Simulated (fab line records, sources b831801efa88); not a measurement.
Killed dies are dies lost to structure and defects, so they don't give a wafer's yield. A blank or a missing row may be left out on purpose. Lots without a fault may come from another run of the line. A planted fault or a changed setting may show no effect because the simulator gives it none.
Which tool did it? | flow sky130 | 14 lots, 42 wafers sampled, at 6 steps of a route of 708

WHAT THE GAUGES READ, wafer by wafer
SKY_VT_ADJUST_HVTP_OVL_MEAS_08.
lot  | measured     | on         | VT_ADJUST_HVTP_OVL (nm)
L827 | day 6 00:08  | overlay-01 | -1.0 -0.7 0.7
L828 | day 6 04:44  | overlay-01 | -1.7 0.2 0.8
L832 | day 7 13:08  | overlay-01 | -0.3 -1.1 -1.2
L833 | day 7 19:04  | overlay-02 | -0.1 -2.3 2.5
L835 | day 8 02:17  | overlay-01 | 0.2 0.7 1.4
L836 | day 8 08:49  | overlay-02 | -0.7 0.4 1.0
L838 | day 9 02:01  | overlay-01 | -1.1 -0.1 -0.3
L839 | day 9 09:23  | overlay-01 | 2.4 0.8 -0.7
L840 | day 9 14:46  | overlay-01 | -0.3 -0.2 1.2
L841 | day 9 22:07  | overlay-01 | 1.6 3.4 0.8
L846 | day 11 02:53 | overlay-01 | 0.9 1.8 0.6
L847 | day 11 07:34 | overlay-01 | -0.1 2.4 -1.4
L849 | day 11 21:49 | overlay-01 | -1.0 0.3 -2.6
L850 | day 12 03:40 | overlay-01 | -1.7 0.0 -0.6

SKY_VT_ADJUST_PCH_TW_MEAS_10.
lot  | measured     | on            | VT_ADJUST_PCH_TW
L827 | day 10 07:59 | film_metro-01 | 143.2 143.6 143.8
L828 | day 10 12:52 | film_metro-01 | 142.7 144.0 143.7
L832 | day 12 04:11 | film_metro-02 | 143.9 143.6 143.2
L833 | day 12 10:59 | film_metro-02 | 143.5 143.6 143.8
L835 | day 12 19:50 | film_metro-01 | 143.6 143.5 143.8
L836 | day 13 04:32 | film_metro-04 | 142.6 143.5 143.0
L838 | day 14 01:02 | film_metro-02 | 30.1 30.1 30.1
L839 | day 14 10:38 | film_metro-02 | 30.0 29.9 30.0
L840 | day 14 16:54 | film_metro-02 | 142.7 142.8 142.1
L841 | day 15 02:22 | film_metro-04 | 141.8 142.6 141.7
L846 | day 16 12:53 | film_metro-04 | 142.7 142.4 142.2
L847 | day 16 19:40 | film_metro-02 | 143.1 143.8 142.5
L849 | day 17 13:49 | film_metro-02 | 143.0 142.8 143.2
L850 | day 17 20:44 | film_metro-01 | 143.1 143.6 143.7

SKY_CONTACT_THK_MEAS_26: measures by xrf.
lot  | measured     | on            | CONTACT_W_THK (nm)
L827 | day 31 09:43 | film_metro-03 | 349 339 348
L828 | day 31 19:53 | film_metro-03 | 341 341 348
L832 | day 33 16:18 | film_metro-04 | 339 337 344
L833 | day 33 18:44 | film_metro-03 | 338 347 345
L835 | day 34 11:41 | film_metro-03 | 347 339 345
L836 | day 34 17:14 | film_metro-02 | 355 362 347
L838 | day 35 12:07 | film_metro-03 | 350 345 344
L839 | day 35 17:08 | film_metro-04 | 344 350 344
L840 | day 36 00:41 | film_metro-02 | 365 351 351
L841 | day 36 08:05 | film_metro-03 | 358 348 349
L846 | day 37 20:17 | film_metro-03 | 345 343 348
L847 | day 38 01:55 | film_metro-02 | 350 357 355
L849 | day 38 18:14 | film_metro-03 | 344 352 347
L850 | day 38 23:38 | film_metro-02 | 353 352 354

WHICH TOOL RAN EACH LOT (tool, then ch and the chambers of the sampled wafers, then the start)
lot  | SKY_VT_ADJUST_HVTR_STRIP_10          | SKY_VT_ADJUST_PCH_STRIP_09           | SKY_CONTACT_CMP_04
L827 | plasma_asher-03 ch 0,1, day 9 09:53  | plasma_asher-04 ch 0,1, day 10 07:53 | cmp-02 ch 0,3, day 30 03:56
L828 | plasma_asher-03 ch 0,1, day 9 13:18  | plasma_asher-02 ch 0,1, day 10 12:46 | cmp-01 ch 1,2,3, day 30 14:13
L832 | plasma_asher-03 ch 0,1, day 11 03:57 | plasma_asher-04 ch 0,1, day 12 04:05 | cmp-02 ch 1,2, day 32 11:55
L833 | plasma_asher-01 ch 0,1, day 11 11:22 | plasma_asher-02 ch 0,1, day 12 10:53 | cmp-02 ch 0,3, day 32 14:02
L835 | plasma_asher-04 ch 0,1, day 11 19:07 | plasma_asher-01 ch 0,1, day 12 19:44 | cmp-02 ch 1,3, day 33 08:11
L836 | plasma_asher-03 ch 0,1, day 12 03:25 | plasma_asher-02 ch 0,1, day 13 04:26 | cmp-01 ch 1,2,3, day 33 13:11
L838 | plasma_asher-04 ch 0, day 12 22:39   | plasma_asher-01 ch 1, day 14 00:56   | cmp-01 ch 0,2, day 34 07:58
L839 | plasma_asher-03 ch 0,1, day 13 07:59 | plasma_asher-02 ch 0,1, day 14 10:32 | cmp-02 ch 0,2,3, day 34 12:21
L840 | plasma_asher-03 ch 0,1, day 13 14:59 | plasma_asher-02 ch 0,1, day 14 16:49 | cmp-02 ch 1,2, day 34 20:37
L841 | plasma_asher-01 ch 0,1, day 13 23:29 | plasma_asher-04 ch 0,1, day 15 02:16 | cmp-02 ch 2,3, day 35 04:50
L846 | plasma_asher-04 ch 1, day 15 08:34   | plasma_asher-02 ch 0,1, day 16 12:47 | cmp-02 ch 0,1,3, day 36 16:28
L847 | plasma_asher-01 ch 0,1, day 15 14:32 | plasma_asher-04 ch 0,1, day 16 19:34 | cmp-02 ch 2,3, day 36 22:30
L849 | plasma_asher-04 ch 0,1, day 16 08:04 | plasma_asher-04 ch 0,1, day 17 13:43 | cmp-01 ch 1,2,3, day 37 14:53
L850 | plasma_asher-04 ch 0,1, day 16 14:57 | plasma_asher-04 ch 1, day 17 20:38   | cmp-01 ch 1,2,3, day 37 20:43
- SKY_VT_ADJUST_HVTR_STRIP_10: strips in O2/N2.
- SKY_VT_ADJUST_PCH_STRIP_09: strips in O2/N2.
- SKY_CONTACT_CMP_04: polishes SiO2.

WHAT THE TOOLS THEMSELVES READ (means of the sampled wafers that have a number; where no wafer has one, the mark that the record gives instead)
SKY_VT_ADJUST_HVTR_STRIP_10.
lot  | tool            | chamber_pressure_mTorr (mTorr) | drypump_motor_current_A (A) | oes_product_au (a.u.) | strip_time_to_endpoint_s (s)
L827 | plasma_asher-03 | 1499.8                         | 5.2                         | 0.713                 | 14.14
L828 | plasma_asher-03 | 1500.4                         | 5.5                         | 0.715                 | 14.13
L832 | plasma_asher-03 | 1499.5                         | 5.4                         | 0.714                 | 14.16
L833 | plasma_asher-01 | 1499.7                         | 6.4                         | 0.714                 | 14.20
L835 | plasma_asher-04 | 1499.4                         | 5.5                         | 0.716                 | 14.15
L836 | plasma_asher-03 | 1500.3                         | 5.5                         | 0.715                 | 14.22
L838 | plasma_asher-04 | -                              | -                           | -                     | -
L839 | plasma_asher-03 | -                              | -                           | -                     | -
L840 | plasma_asher-03 | 1500.3                         | 5.4                         | 0.718                 | 14.13
L841 | plasma_asher-01 | 1499.6                         | 6.4                         | 0.722                 | 14.16
L846 | plasma_asher-04 | 1499.2                         | 5.8                         | 0.713                 | 14.22
L847 | plasma_asher-01 | 1501.2                         | 6.3                         | 0.721                 | 14.15
L849 | plasma_asher-04 | 1499.6                         | 5.5                         | 0.718                 | 14.12
L850 | plasma_asher-04 | 1498.9                         | 5.7                         | 0.725                 | 14.14

SKY_VT_ADJUST_PCH_STRIP_09.
lot  | tool            | chamber_pressure_mTorr (mTorr) | drypump_motor_current_A (A) | oes_product_au (a.u.) | strip_time_to_endpoint_s (s)
L827 | plasma_asher-04 | 1499.5                         | 5.7                         | 0.723                 | 37.12
L828 | plasma_asher-02 | 1498.8                         | 6.0                         | 0.717                 | 36.92
L832 | plasma_asher-04 | 1500.1                         | 5.7                         | 0.722                 | 36.82
L833 | plasma_asher-02 | 1500.3                         | 5.9                         | 0.722                 | 36.84
L835 | plasma_asher-01 | 1500.1                         | 6.3                         | 0.723                 | 36.92
L836 | plasma_asher-02 | 1500.3                         | 5.9                         | 0.723                 | 36.95
L838 | plasma_asher-01 | 1500.9                         | 6.1                         | 0.727                 | 53.63
L839 | plasma_asher-02 | 1499.5                         | 5.8                         | 0.727                 | 53.72
L840 | plasma_asher-02 | 1499.9                         | 5.9                         | 0.720                 | 37.06
L841 | plasma_asher-04 | 1499.9                         | 5.5                         | 0.726                 | 36.74
L846 | plasma_asher-02 | 1499.2                         | 5.9                         | 0.721                 | 36.77
L847 | plasma_asher-04 | 1500.9                         | 5.7                         | 0.723                 | 36.90
L849 | plasma_asher-04 | 1499.6                         | 5.5                         | 0.721                 | 36.84
L850 | plasma_asher-04 | 1499.8                         | 5.8                         | 0.724                 | 36.97

SKY_CONTACT_CMP_04.
lot  | tool   | motor_current_A (A) | time_to_endpoint_s (s)
L827 | cmp-02 | 11.5                | 85
L828 | cmp-01 | 13.0                | 80
L832 | cmp-02 | 11.3                | 82
L833 | cmp-02 | 11.1                | 88
L835 | cmp-02 | 11.6                | 86
L836 | cmp-01 | 13.6                | 74
L838 | cmp-01 | 13.0                | 77
L839 | cmp-02 | 11.4                | 85
L840 | cmp-02 | 11.2                | 80
L841 | cmp-02 | 11.6                | 84
L846 | cmp-02 | 11.4                | 79
L847 | cmp-02 | 11.2                | 83
L849 | cmp-01 | 13.5                | 76
L850 | cmp-01 | 13.5                | 77

THE ANSWER, worked out from the rows above alone
Rule: what is usual is taken from the lots themselves. Put in order of their means at a reading, lots are off if they are a third of the lots or fewer, leave a main group of 4 or more, and stand apart from it by a gap of 3 or more times the standard deviation of the main group's means; of several such gaps the widest counts. A main group whose means are all the same, to the digits that the tables above print for the reading, isn't used. A lot without any number at a reading at which 4 lots or more have one is off too. The other lots that the step has rows for count as sound. The gauges are gone through in route order, then the tools' own readings, and for those a lot's mean is taken as printed above. The first step at which some lot is off is used, and at that step the reading that is off furthest; a lot without a number counts as furthest.
Off: L838, L839, at SKY_VT_ADJUST_PCH_TW_MEAS_10 (VT_ADJUST_PCH_TW). The main group: mean 143.1, standard deviation 0.51.
A tool fits if, at a process step before that reading, it ran every lot that is off, and no sound lot after the first of them. The gauges at SKY_VT_ADJUST_PCH_TW_MEAS_10 aren't tried: what is off there is off at SKY_VT_ADJUST_HVTR_STRIP_10 too, on other tools, and a gauge's error can't cause that. None of those tried fits.

WHAT THE SIMULATOR HAD PUT IN
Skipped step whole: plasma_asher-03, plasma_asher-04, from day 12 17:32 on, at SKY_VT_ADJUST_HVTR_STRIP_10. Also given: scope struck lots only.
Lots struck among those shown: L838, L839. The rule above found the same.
